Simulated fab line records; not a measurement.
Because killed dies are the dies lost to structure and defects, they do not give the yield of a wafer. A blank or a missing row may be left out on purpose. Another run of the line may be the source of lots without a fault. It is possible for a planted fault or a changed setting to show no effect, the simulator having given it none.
Lot-split experiment :: flow sfq-line :: 12 wafers read from 5 lots, route of 325 steps

== ABOUT THE SPLIT ==
At SFQ_TRILAYER_I1_VIA_LITHO_COAT_054 (resist thk 62 nm), the setting resist-thk-nm was moved away from the recipe's 62 nm on 4 of the 12 wafers read, by -4.0% to +3.2%. All remaining wafers had this setting at the recipe value.

== FROM THE SPLIT TO THE READING: what the file shows between them, 3 steps ==
- SFQ_TRILAYER_I1_VIA_LITHO_COAT_049: resist thk 650 nm
- SFQ_TRILAYER_I1_VIA_LITHO_SOFTBAKE_053
- SFQ_TRILAYER_I1_VIA_LITHO_DEVELOP_051: time 60 s

== THE READING ==
etch.depth-nm (the simulator's own value, which no gauge read), in nm, at SFQ_TRILAYER_I1_VIA_BARC_OPEN_VIA_ETCH_071 (etches BARC in O2, target depth 125 nm, time 41.7 s). There is no usual value for it anywhere in the file. Across the 8 wafers here that went through the recipe, the average is 61.90 nm and the standard deviation 0.084 nm.

wafer: L075.3
tool, chamber at the split: litho-track-03, 0
resist-thk-nm as run, nm: 59.55
against the recipe: -4.0%
etch.depth-nm, nm: 59.44
against lot-mates on the recipe: no lot-mate on the recipe

wafer: L077.1
tool, chamber at the split: litho-track-02, 0
resist-thk-nm as run, nm: 62
against the recipe: recipe
etch.depth-nm, nm: 61.84
against lot-mates on the recipe: -

wafer: L077.4
tool, chamber at the split: litho-track-02, 0
resist-thk-nm as run, nm: 62
against the recipe: recipe
etch.depth-nm, nm: 61.76
against lot-mates on the recipe: -

wafer: L077.6
tool, chamber at the split: litho-track-02, 0
resist-thk-nm as run, nm: 62
against the recipe: recipe
etch.depth-nm, nm: 61.95
against lot-mates on the recipe: -

wafer: L080.4
tool, chamber at the split: litho-track-03, 0
resist-thk-nm as run, nm: 62
against the recipe: recipe
etch.depth-nm, nm: 61.87
against lot-mates on the recipe: -

wafer: L081.2
tool, chamber at the split: litho-track-02, 0
resist-thk-nm as run, nm: 64
against the recipe: +3.2%
etch.depth-nm, nm: 64
against lot-mates on the recipe: +2.05

wafer: L081.3
tool, chamber at the split: litho-track-02, 0
resist-thk-nm as run, nm: 62
against the recipe: recipe
etch.depth-nm, nm: 61.84
against lot-mates on the recipe: -

wafer: L081.4
tool, chamber at the split: litho-track-02, 0
resist-thk-nm as run, nm: 62
against the recipe: recipe
etch.depth-nm, nm: 61.95
against lot-mates on the recipe: -

wafer: L081.5
tool, chamber at the split: litho-track-02, 0
resist-thk-nm as run, nm: 62
against the recipe: recipe
etch.depth-nm, nm: 62.05
against lot-mates on the recipe: -

wafer: L081.6
tool, chamber at the split: litho-track-02, 0
resist-thk-nm as run, nm: 64
against the recipe: +3.2%
etch.depth-nm, nm: 64.1
against lot-mates on the recipe: +2.15

wafer: L083.1
tool, chamber at the split: litho-track-03, 0
resist-thk-nm as run, nm: 60.53
against the recipe: -2.4%
etch.depth-nm, nm: 60.3
against lot-mates on the recipe: -1.64

wafer: L083.4
tool, chamber at the split: litho-track-03, 0
resist-thk-nm as run, nm: 62
against the recipe: recipe
etch.depth-nm, nm: 61.94
against lot-mates on the recipe: -

FIT RESULTS
A straight line over all 12 wafers: etch.depth-nm changes by +0.651 nm for each +1% of resist-thk-nm; r = +1.00; the points scatter about the line by 0.09 nm.
The same after taking each lot's own level away (the mean of its wafers on the recipe; 11 wafers): +0.662 nm for each +1%; r = +1.00; scatter 0.075 nm.
On that fit, the largest move of resist-thk-nm shifts the reading by 2.6 nm.
The span of the lots' own levels, 61.850 to 61.947 nm, comes to 1.1 times the standard deviation stated above.
Hence the lot-to-lot level has little effect on the slope; both slopes agree.
Check: with one of the wafers moved furthest among these (+3.2%) left out of the fit, the line predicts +2.18 nm for it against its lot-mates. It came out at +2.05 nm against them.

== ADDITIONAL SPLITS CARRIED BY THESE WAFERS ==
Other splits were also applied to these wafers ahead of the reading. Each is held against what the fit with the lots' levels taken away leaves over:
other split on the same wafers: SFQ_TRILAYER_M1_BARC_OPEN_METAL_ETCH_054 time-s
wafers away from the commonest value: 3
r with etch.depth-nm (lot level and that fit taken away): -0.16

other split on the same wafers: SFQ_TRILAYER_I1_CMP_CMP_046 leave-above-ref-nm
wafers away from the commonest value: 5
r with etch.depth-nm (lot level and that fit taken away): -0.19

== THE WHOLE CHAIN: every reading that the file lists as answering this split, in the file's order ==
step: SFQ_TRILAYER_I1_VIA_LITHO_COAT_054
what it does: resist thk 62 nm
reading: BARC_of_TRILAYER_I1_VIA_LITHO_COAT_054.thk-nm (the simulator's own value, which no gauge read)
change (the file's fit): +0.642 nm for each +1% of the setting
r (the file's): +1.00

step: SFQ_TRILAYER_I1_VIA_BARC_OPEN_VIA_ETCH_071
what it does: etches BARC in O2, target depth 125 nm, time 41.7 s
reading: etch.depth-nm (the simulator's own value, which no gauge read)
change (the file's fit): +0.659 nm for each +1% of the setting
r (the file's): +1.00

== THE FILE'S OWN FIT ==
etch.depth-nm changes by +0.659 nm for each +1% of resist-thk-nm, r = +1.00.
